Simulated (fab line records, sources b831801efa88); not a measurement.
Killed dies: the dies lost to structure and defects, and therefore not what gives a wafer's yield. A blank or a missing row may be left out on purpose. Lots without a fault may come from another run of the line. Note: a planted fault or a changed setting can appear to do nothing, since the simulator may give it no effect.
fab line records	flow sky130
record lots=11	wafers=33	last-day=50
route steps=708 shown SD_N@349 LI_CONTACT@376
lots untouched by any fault: they come from a run of this same line in which no faults occurred
start-h: hours from the record's opening day to when the first of the lot's shown wafers began	wait-h: how many hours have passed since the lot's step before this one	" repeats the value in the row above	L1.1+2: a row that stands for several wafers	- no value, or no start was given	* or withheld: withheld	< > ~ a bound
route shown NAME@n: names a module that has steps shown in the file, with the first one's number in the route	usual: mean and standard deviation over wafers with no fault	same: alike in all rows	chamber/n: place in a boat	sites: each site's reading	_std_site: their standard deviation	_edge_site: inner sites' mean taken away from outer sites' mean	radius-mm: how far each site lies from the wafer's centre	mask NAME#n: copy n	behind: the most recent tool/chamber to have shaped the wafer	hold: cause of the lot's hold/its duration in hours/its outcome	device: which transistor (n, p or np) failed to switch	end of line: the same wafers' tests at the end of the route	a step with no rows: only its recipe	killed: at the first sort, the dies lost to defects and structure; wafer yield is something else	map: a wafer's dies, marking killed ones x, the rest . and places with no die _
set.NAME: the setting that was run; set.NAME@STEP: the one run at that earlier step	model.NAME: the simulator's own value behind a step, which no gauge read
the route's steps for a sample of lots (tables are steps, rows are wafers)
services: the hour from which a tool's chamber was out of use, counted from the record's first day as start-h (under 0 if before that day), plus the number of hours and why
## steps
# step SKY_SD_N_CD_MEAS_07
# recipe target-cd-nm=380
# usual cd-nm=379.9/2.8
lot.wafer	tool	chamber	start-h	wait-h	cd-nm
L693.1	cd-sem-01	-	647.37	0.1	380.1
L693.4	"	-	"	"	376.3
L693.6	"	-	"	"	378.0
L695.4	cd-sem-02	-	658.38	0.1	379.1
L695.5	"	-	"	"	379.5
L695.6	"	-	"	"	376.6
L698.2	cd-sem-01	-	679.54	0.1	377.2
L698.3	"	-	"	"	375.5
L698.4	"	-	"	"	375.8
L697.2	cd-sem-01	-	684.49	0.1	381.7
L697.5	"	-	"	"	379.4
L697.6	"	-	"	"	380.1
L699.1	cd-sem-01	-	696.57	0.1	379.0
L699.3	"	-	"	"	379.8
L699.5	"	-	"	"	379.1
L700.1	cd-sem-01	-	704.73	0.1	382.4
L700.4	"	-	"	"	381.4
L700.5	"	-	"	"	383.8
L704.1	cd-sem-02	-	720.67	0.1	379.7
L704.4	"	-	"	"	380.5
L704.6	"	-	"	"	378.7
L706.1	cd-sem-01	-	756.07	0.1	383.2
L706.2	"	-	"	"	384.8
L706.6	"	-	"	"	382.7
L711.2	cd-sem-02	-	785.35	0.1	376.9
L711.5	"	-	"	"	378.4
L711.6	"	-	"	"	377.1
L712.1	cd-sem-01	-	811.62	0.1	383.5
L712.4	"	-	"	"	385.0
L712.5	"	-	"	"	383.7
L715.2	cd-sem-01	-	821.30	0.1	383.9
L715.4	"	-	"	"	384.6
L715.6	"	-	"	"	384.0
# step SKY_SD_N_IMPLANT_09
# recipe species=As	energy-kev=50	dose-cm2=4e+15	tilt-deg=0
# usual beam-energy-keV=50.002/0.017	end-station-pressure-torr=1.44e-05/1.2e-06
# same implant-ion-amu=75
lot.wafer	tool	chamber	start-h	wait-h	beam-energy-keV	end-station-pressure-torr
L693.1	implanter-02	0	647.52	0.0	50.019	1.31e-05
L693.4	"	0	"	"	50.022	1.23e-05
L693.6	"	0	"	"	50.021	1.41e-05
L695.4	implanter-04	0	658.55	0.1	50.008	1.61e-05
L695.5	"	0	"	"	50.005	1.73e-05
L695.6	"	0	"	"	49.992	1.49e-05
L698.2	implanter-04	0	679.70	0.0	49.996	1.52e-05
L698.3	"	0	"	"	50.020	1.55e-05
L698.4	"	0	"	"	49.987	1.72e-05
L697.2	implanter-02	0	684.65	0.0	50.001	1.5e-05
L697.5	"	0	"	"	50.009	1.24e-05
L697.6	"	0	"	"	50.007	1.46e-05
L699.1	implanter-03	0	706.57	0.3	50.007	1.32e-05
L699.3	"	0	"	"	49.982	1.23e-05
L699.5	"	0	"	"	50.011	1.37e-05
L700.1	implanter-04	0	708.33	1.4	49.989	1.49e-05
L700.4	"	0	"	"	49.985	1.56e-05
L700.5	"	0	"	"	49.989	1.7e-05
L704.1	implanter-04	0	720.83	0.0	50.020	1.59e-05
L704.4	"	0	"	"	49.997	1.59e-05
L704.6	"	0	"	"	49.997	1.66e-05
L706.1	implanter-04	0	756.23	0.0	50.006	4.64e-05
L706.2	"	0	"	"	50.003	3.87e-05
L706.6	"	0	"	"	50.036	4.51e-05
L711.2	implanter-04	0	785.51	0.0	49.975	4.79e-05
L711.5	"	0	"	"	49.970	4.88e-05
L711.6	"	0	"	"	49.980	4.47e-05
L712.1	implanter-03	0	811.78	0.0	50.008	1.48e-05
L712.4	"	0	"	"	49.995	1.31e-05
L712.5	"	0	"	"	50.007	1.4e-05
L715.2	implanter-03	0	821.46	0.0	50.040	1.47e-05
L715.4	"	0	"	"	50.030	1.33e-05
L715.6	"	0	"	"	50.019	1.38e-05
# step SKY_SD_N_STRIP_11
# recipe chemistry=O2/N2	power-w=1400	pressure-mtorr=1500	platen-temp-c=withheld	o2-flow-sccm=3000	n2-flow-sccm=300	overash-fraction=0.5
# usual chamber-pressure-mTorr=1500.1/1.3	drypump-motor-current-A=5.7/0.65	oes-product-au=0.527/0.0044	strip-time-to-endpoint-s=22.54/0.039
lot.wafer	tool	chamber	start-h	wait-h	chamber-pressure-mTorr	drypump-motor-current-A	oes-product-au	rf-hours-counter-h	strip-time-to-endpoint-s
L693.1	plasma-asher-04	0	647.82	0.1	1500.4	5.6	0.532	80	22.53
L693.4	"	1	"	"	1498.6	5.2	0.527	-	22.56
L693.6	"	1	"	"	1501.9	5.1	0.521	-	22.49
L695.4	plasma-asher-03	1	658.81	0.1	1498.9	5.9	0.518	-	22.48
L695.5	"	1	"	"	1498.2	5.9	0.524	-	22.51
L695.6	"	0	"	"	1500.7	5.0	0.529	-	22.58
L698.2	plasma-asher-02	1	679.97	0.1	1501.1	5.3	0.531	21	22.64
L698.3	"	1	"	"	1500.0	5.3	0.529	-	22.61
L698.4	"	0	"	"	1500.5	6.7	0.524	-	22.60
L697.2	plasma-asher-02	1	684.93	0.1	1499.5	5.3	0.532	22	22.56
L697.5	"	1	"	"	1499.7	5.3	0.525	-	22.56
L697.6	"	0	"	"	1499.9	6.8	0.523	-	22.55
L699.1	plasma-asher-02	1	706.93	0.2	1501.2	5.3	0.524	23	22.51
L699.3	"	1	"	"	1498.2	5.3	0.527	-	22.54
L699.5	"	0	"	"	1499.6	6.8	0.524	-	22.58
L700.1	plasma-asher-03	0	708.63	0.1	1501.3	5.0	0.523	61	22.46
L700.4	"	0	"	"	1499.4	5.0	0.526	-	22.48
L700.5	"	0	"	"	1500.8	5.0	0.525	-	22.51
L704.1	plasma-asher-03	0	721.13	0.1	1499.2	5.0	0.529	62	22.55
L704.4	"	1	"	"	1499.7	5.9	0.526	-	22.54
L704.6	"	0	"	"	1501.9	5.0	0.527	-	22.54
L706.1	plasma-asher-02	1	756.53	0.1	1501.9	5.3	0.517	29	22.88
L706.2	"	0	"	"	1500.5	6.8	0.525	29	22.91
L706.6	"	0	"	"	1501.4	6.8	0.527	-	22.92
L711.2	plasma-asher-04	0	785.79	0.1	1497.9	5.6	0.518	94	22.86
L711.5	"	1	"	"	1501.7	5.2	0.524	-	22.84
L711.6	"	0	"	"	1498.9	5.6	0.521	-	22.86
L712.1	plasma-asher-02	0	812.08	0.1	1498.9	6.7	0.528	34	22.56
L712.4	"	1	"	"	1497.4	5.3	0.532	-	22.53
L712.5	"	1	"	"	1500.8	5.3	0.534	-	22.54
L715.2	plasma-asher-02	0	821.74	0.1	1499.9	6.7	0.526	35	22.56
L715.4	"	0	"	"	1498.9	6.7	0.527	-	22.59
L715.6	"	0	"	"	1499.9	6.8	0.526	-	22.52
# step SKY_SD_N_RS_MEAS_16
# recipe thk-meas-gauge=four-point-probe
# usual SD_N_RS=68.55/0.11
lot.wafer	tool	chamber	start-h	wait-h	SD_N_RS[ohm/sq]
L693.1	film-metro-01	-	648.21	0.1	68.60
L693.4	"	-	"	"	68.62
L693.6	"	-	"	"	68.71
L695.4	film-metro-03	-	659.22	0.1	68.46
L695.5	"	-	"	"	68.43
L695.6	"	-	"	"	68.49
L698.2	film-metro-04	-	680.38	0.1	68.51
L698.3	"	-	"	"	68.57
L698.4	"	-	"	"	68.54
L697.2	film-metro-04	-	685.34	0.1	68.55
L697.5	"	-	"	"	68.36
L697.6	"	-	"	"	68.44
L699.1	film-metro-01	-	708.09	0.1	68.57
L699.3	"	-	"	"	68.63
L699.5	"	-	"	"	68.52
L700.1	film-metro-01	-	709.58	0.1	68.52
L700.4	"	-	"	"	68.44
L700.5	"	-	"	"	68.53
L704.1	film-metro-03	-	721.51	0.1	68.54
L704.4	"	-	"	"	68.67
L704.6	"	-	"	"	68.80
L706.1	film-metro-01	-	756.92	0.1	67.82
L706.2	"	-	"	"	67.66
L706.6	"	-	"	"	67.76
L711.2	film-metro-04	-	786.19	0.1	67.71
L711.5	"	-	"	"	67.66
L711.6	"	-	"	"	67.77
L712.1	film-metro-03	-	812.47	0.1	68.59
L712.4	"	-	"	"	68.57
L712.5	"	-	"	"	68.82
L715.2	film-metro-01	-	822.14	0.1	68.45
L715.4	"	-	"	"	68.40
L715.6	"	-	"	"	68.48
# step SKY_LI_CONTACT_ETCH_14
# recipe chemistry=N2/H2	target=BARC	ion-energy-ev=200	source-w=500	bias-w=100	pressure-mtorr=30	n2-flow-sccm=100	h2-flow-sccm=200	stop-on=SiO2	time-s=45.9	target-depth-a=600
# usual chamber-pressure-mTorr=30.002/0.027	drypump-motor-current-A=5.6/0.4	oes-product-au=0.854/0.0046	throttle-valve-pct=13.225/0.0085
lot.wafer	tool	chamber	start-h	wait-h	chamber-pressure-mTorr	drypump-motor-current-A	oes-product-au	rf-hours-counter-h	throttle-valve-pct
L693.1	rie-diel-01	2	678.19	0.0	30.009	6.2	0.861	4	13.217
L693.4	"	3	"	"	29.945	6.0	0.850	13	13.220
L693.6	"	3	"	"	30.034	6.0	0.859	-	13.217
L695.4	rie-diel-01	2	705.75	0.0	29.970	6.2	0.854	4	13.226
L695.5	"	0	"	"	29.979	5.4	0.856	-	13.228
L695.6	"	1	"	"	30.035	5.4	0.849	-	13.224
L698.2	rie-diel-04	3	707.12	0.0	29.993	5.8	0.860	3	13.228
L698.3	"	2	"	"	30.007	5.1	0.852	8	13.227
L698.4	"	2	"	"	29.993	5.1	0.859	-	13.228
L697.2	rie-diel-03	3	708.14	0.0	29.995	5.9	0.849	11	13.225
L697.5	"	0	"	"	30.014	4.9	0.849	-	13.204
L697.6	"	1	"	"	29.968	5.0	0.845	-	13.230
L699.1	rie-diel-04	2	734.22	0.0	29.941	5.0	0.855	9	13.225
L699.3	"	3	"	"	30.019	5.8	0.855	4	13.227
L699.5	"	1	"	"	30.028	5.7	0.855	-	13.213
L700.1	rie-diel-04	1	739.07	0.0	30.065	5.7	0.856	7	13.234
L700.4	"	0	"	"	30.059	5.5	0.848	0	13.220
L700.5	"	2	"	"	29.993	5.0	0.854	-	13.230
L704.1	rie-diel-01	0	749.84	0.0	29.991	5.4	0.853	7	13.220
L704.4	"	3	"	"	30.002	6.0	0.860	14	13.223
L704.6	"	3	"	"	30.042	6.1	0.857	-	13.222
L706.1	rie-diel-01	0	785.72	0.0	29.977	5.5	0.848	8	13.237
L706.2	"	2	"	"	30.021	6.2	0.858	6	13.213
L706.6	"	0	"	"	29.993	5.4	0.851	-	13.219
L711.2	rie-diel-03	0	813.44	0.0	30.021	4.9	0.850	4	13.237
L711.5	"	3	"	"	30.032	5.9	0.853	-	13.211
L711.6	"	2	"	"	30.011	5.6	0.848	-	13.230
L712.1	rie-diel-03	3	839.84	0.0	30.027	5.9	0.856	15	13.213
L712.4	"	1	"	"	29.982	4.9	0.851	22	13.226
L712.5	"	3	"	"	30.016	5.9	0.854	-	13.221
L715.2	rie-diel-01	3	848.99	0.0	30.003	6.1	0.856	17	13.221
L715.4	"	3	"	"	29.994	6.0	0.853	-	13.216
L715.6	"	2	"	"	29.990	6.2	0.859	-	13.231
# step SKY_LI_CONTACT_THK_MEAS_23
# recipe thk-meas-gauge=xrf	reads=W_of_LI_CONTACT_CVD_21
# usual LI_CONTACT_W_THK=411/9.5
lot.wafer	tool	chamber	start-h	wait-h	LI_CONTACT_W_THK[nm]
L693.1	film-metro-01	-	678.99	0.1	414
L693.4	"	-	"	"	408
L693.6	"	-	"	"	408
L695.4	film-metro-01	-	706.65	0.1	398
L695.5	"	-	"	"	428
L695.6	"	-	"	"	403
L698.2	film-metro-03	-	708.33	0.1	422
L698.3	"	-	"	"	420
L698.4	"	-	"	"	417
L697.2	film-metro-04	-	709.76	0.1	411
L697.5	"	-	"	"	408
L697.6	"	-	"	"	412
L699.1	film-metro-01	-	735.09	0.1	412
L699.3	"	-	"	"	409
L699.5	"	-	"	"	414
L700.1	film-metro-01	-	739.90	0.1	403
L700.4	"	-	"	"	422
L700.5	"	-	"	"	425
L704.1	film-metro-01	-	750.85	0.1	406
L704.4	"	-	"	"	409
L704.6	"	-	"	"	408
L706.1	film-metro-01	-	786.55	0.1	400
L706.2	"	-	"	"	429
L706.6	"	-	"	"	435
L711.2	film-metro-04	-	814.25	0.1	406
L711.5	"	-	"	"	408
L711.6	"	-	"	"	432
L712.1	film-metro-03	-	840.64	0.1	395
L712.4	"	-	"	"	404
L712.5	"	-	"	"	406
L715.2	film-metro-04	-	849.80	0.1	406
L715.4	"	-	"	"	405
L715.6	"	-	"	"	409
## services
tool	chamber	start-h	hours	kind
rie-diel-04	3	625.72	9.6	repair
implanter-04	-	629.43	1.9	repair
plasma-asher-02	-	636.50	14.6	pm
implanter-02	-	639.28	5.1	pm
rie-diel-03	-	669.25	14.6	pm
rie-diel-01	0	687.32	6.8	repair
implanter-04	-	688.29	1.1	repair
rie-diel-04	0	697.47	11.5	repair
rie-diel-01	-	709.91	2.8	pm
implanter-02	-	711.17	2.4	pm
implanter-02	-	721.88	3.0	repair
rie-diel-03	2	728.26	7.5	repair
rie-diel-04	1	744.40	9.1	repair
implanter-04	-	767.10	2.1	repair
rie-diel-01	0	767.76	4.2	repair
implanter-03	-	770.29	3.5	repair
plasma-asher-02	-	802.34	1.6	repair
rie-diel-01	2	806.97	22.0	repair
rie-diel-04	1	807.96	1.3	repair
implanter-04	-	809.03	0.5	repair
rie-diel-01	1	840.52	-	clean
rie-diel-01	1	840.52	23.4	scheduled-down
rie-diel-01	1	840.52	23.4	vent-cycle
rie-diel-04	2	846.26	4.9	repair
## key
first-sign step=SKY_SD_N_IMPLANT_09	reading=end-station-pressure-torr	direction=up	sigmas=25	usual=1.44e-05	struck=4.53e-05
effect step=SKY_SD_N_STRIP_11	reading=strip-time-to-endpoint-s	direction=up	sigmas=8.6	usual=*	struck=*
effect step=SKY_SD_N_RS_MEAS_16	reading=SD_N_RS	direction=down	sigmas=7.1	usual=68.55	struck=67.73
met-at SKY_SD_N_IMPLANT_09
struck-lots L706,L711
tester-left-out L706,L711
not-acting-at SKY_SD_N_CD_MEAS_07,SKY_LI_CONTACT_ETCH_14,SKY_LI_CONTACT_THK_MEAS_23
onset-between 720.83 756.23
fault kind=process-parameter-drift	tool=implanter-04	chamber=-	onset-h=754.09	steps=SKY_SD_N_IMPLANT_09	channel=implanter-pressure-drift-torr	offset=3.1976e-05	shape=step	end-h=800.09
fault kind=process-parameter-drift	tool=implanter-04	chamber=-	onset-h=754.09	steps=SKY_SD_N_IMPLANT_09	channel=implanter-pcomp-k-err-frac	offset=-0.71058	shape=step	end-h=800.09
# tester-left-out: of these lots the tester's yield and bins aren't shown, on N5 and GAA mostly nor the transistor test; their killed dies are dies lost to structure and defects alone, not to doping, threshold or leakage, so they don't give the yield
